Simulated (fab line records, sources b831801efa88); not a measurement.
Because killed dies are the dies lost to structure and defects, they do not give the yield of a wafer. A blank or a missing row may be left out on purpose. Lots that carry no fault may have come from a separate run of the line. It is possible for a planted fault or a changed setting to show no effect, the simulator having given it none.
Code-filled problem report in 8D (eight disciplines) form | flow sky130 | the parts of the form that need people (team, actions taken, sign-off) are left out

== 1. PROBLEM STATEMENT ==
PASSIVATION_CVD_02_THK at SKY_PASSIVATION_THK_MEAS_03 reads a mean of 582 nm on 1 wafer of 1 lot; wafers without a fault read 539 nm with a standard deviation of 6.9. Measured from the usual mean, that is +6.2 standard deviations.
First seen on wafer L826.5, day 47 04:17, on filmMetro-03. The record holds 33 wafers of 11 lots with a number at this step. By rule, "out" or "out of limits" means more than 4 standard deviations away from the usual mean. All remaining wafers that have a number are taken as sound.

== 2. WHAT IT IS, WHAT IT ISN'T ==
question                    | is                     | is not
which readings at this step | PASSIVATION_CVD_02_THK | -
which lots                  | L826                   | L815, L817, L818, L819, L831, L833, L834, L836, L837, L838
which wafers of those lots  | L826.5                 | L826.2, L826.4
read on which gauges        | filmMetro-03           | filmMetro-01, filmMetro-02
when                        | from day 47 04:17      | up to then (14 sound wafers); but 18 sound wafers of L831, L833, L834, L836, L837, L838 came after

== 3. THE SUSPECTS, EACH WITH WHAT RULES IT OUT ==
Counting: if a tool at a process step up to the reading ran every lot that is out, it stays a suspect. Sound lots after the first of them don't rule it out here, since some wafers of a struck lot are sound.
- the gauge at SKY_PASSIVATION_THK_MEAS_03: kept. All the wafers that are out were read on filmMetro-03, and no step on other tools shows them out.
- pvdSputter-02 at SKY_METAL5_SPUTTER_02 (material AlCu, target thk 1150 nm, time 61.2 s): kept. The lot that is out, L826, ran on it at day 46 06:43; the last sound lot it ran before that was L817, at day 43 10:34.
- plasmaAsher-02 at SKY_METAL5_STRIP_16 (strips in O2/N2): kept. The lot that is out, L826, ran on it at day 47 03:22; the last sound lot it ran before that was L819, at day 45 11:01.
- pecvd-01 at SKY_PASSIVATION_CVD_00 (deposits SiO2, target thk 90 nm): kept. The lot that is out, L826, ran on it at day 47 03:58; the last sound lot it ran before that was L815, at day 43 17:40.
- pecvd-03 at SKY_PASSIVATION_CVD_02 (deposits Si3N4, target thk 540 nm): kept. The lot that is out, L826, ran on it at day 47 04:03; the last sound lot it ran before that was L819, at day 45 11:46.
- Within plasmaAsher-02 at SKY_METAL5_STRIP_16, the wafers that are out were processed in chamber 0 and their sound lot-mates in chamber 1.
- Within pecvd-01 at SKY_PASSIVATION_CVD_00, the wafers that are out were processed in chamber 0 and their sound lot-mates in chamber 2.
Left after counting: pvdSputter-02 at SKY_METAL5_SPUTTER_02, plasmaAsher-02 at SKY_METAL5_STRIP_16, pecvd-01 at SKY_PASSIVATION_CVD_00, pecvd-03 at SKY_PASSIVATION_CVD_02, filmMetro-03 at SKY_PASSIVATION_THK_MEAS_03.

== 4. THE CAUSE (what the simulator had put in) ==
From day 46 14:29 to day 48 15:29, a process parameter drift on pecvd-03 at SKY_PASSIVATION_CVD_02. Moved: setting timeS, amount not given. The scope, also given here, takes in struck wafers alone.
Of the 5 suspects that counting leaves, this tool is one.

== 5. SEQUENCE OF EFFECTS, ordered by route ==
Each row: a reading where the mean over the struck wafers with a number is more than 3 standard deviations away from the usual. Only readings for which the record gives a usual standard deviation are gone through. hours: the time from each lot's start at the first step in this table that gives one to its start at this step, as a median over the lots. sigmas: the change in usual standard deviations.
hours | step                        | reading                | usual  | on struck wafers | change | sigmas
0     | SKY_PASSIVATION_THK_MEAS_03 | PASSIVATION_CVD_02_THK | 539 nm | 582              | +43    | +6.2

== 6. WHAT WOULD HAVE CAUGHT IT SOONER ==
14 hours passed between the start of the fault at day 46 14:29 and the first reading out of limits at a measuring or inspecting step in this record, taken at day 47 04:17.
Tool readings at SKY_PASSIVATION_CVD_02 with a usual standard deviation given in the record: none out on any struck wafer, hence no alarm at a limit of 4 standard deviations on them.
All the lots that are out (1) had begun SKY_PASSIVATION_CVD_02 on pecvd-03 by day 47 04:17. A hold on the tool at that time would have spared none of them.
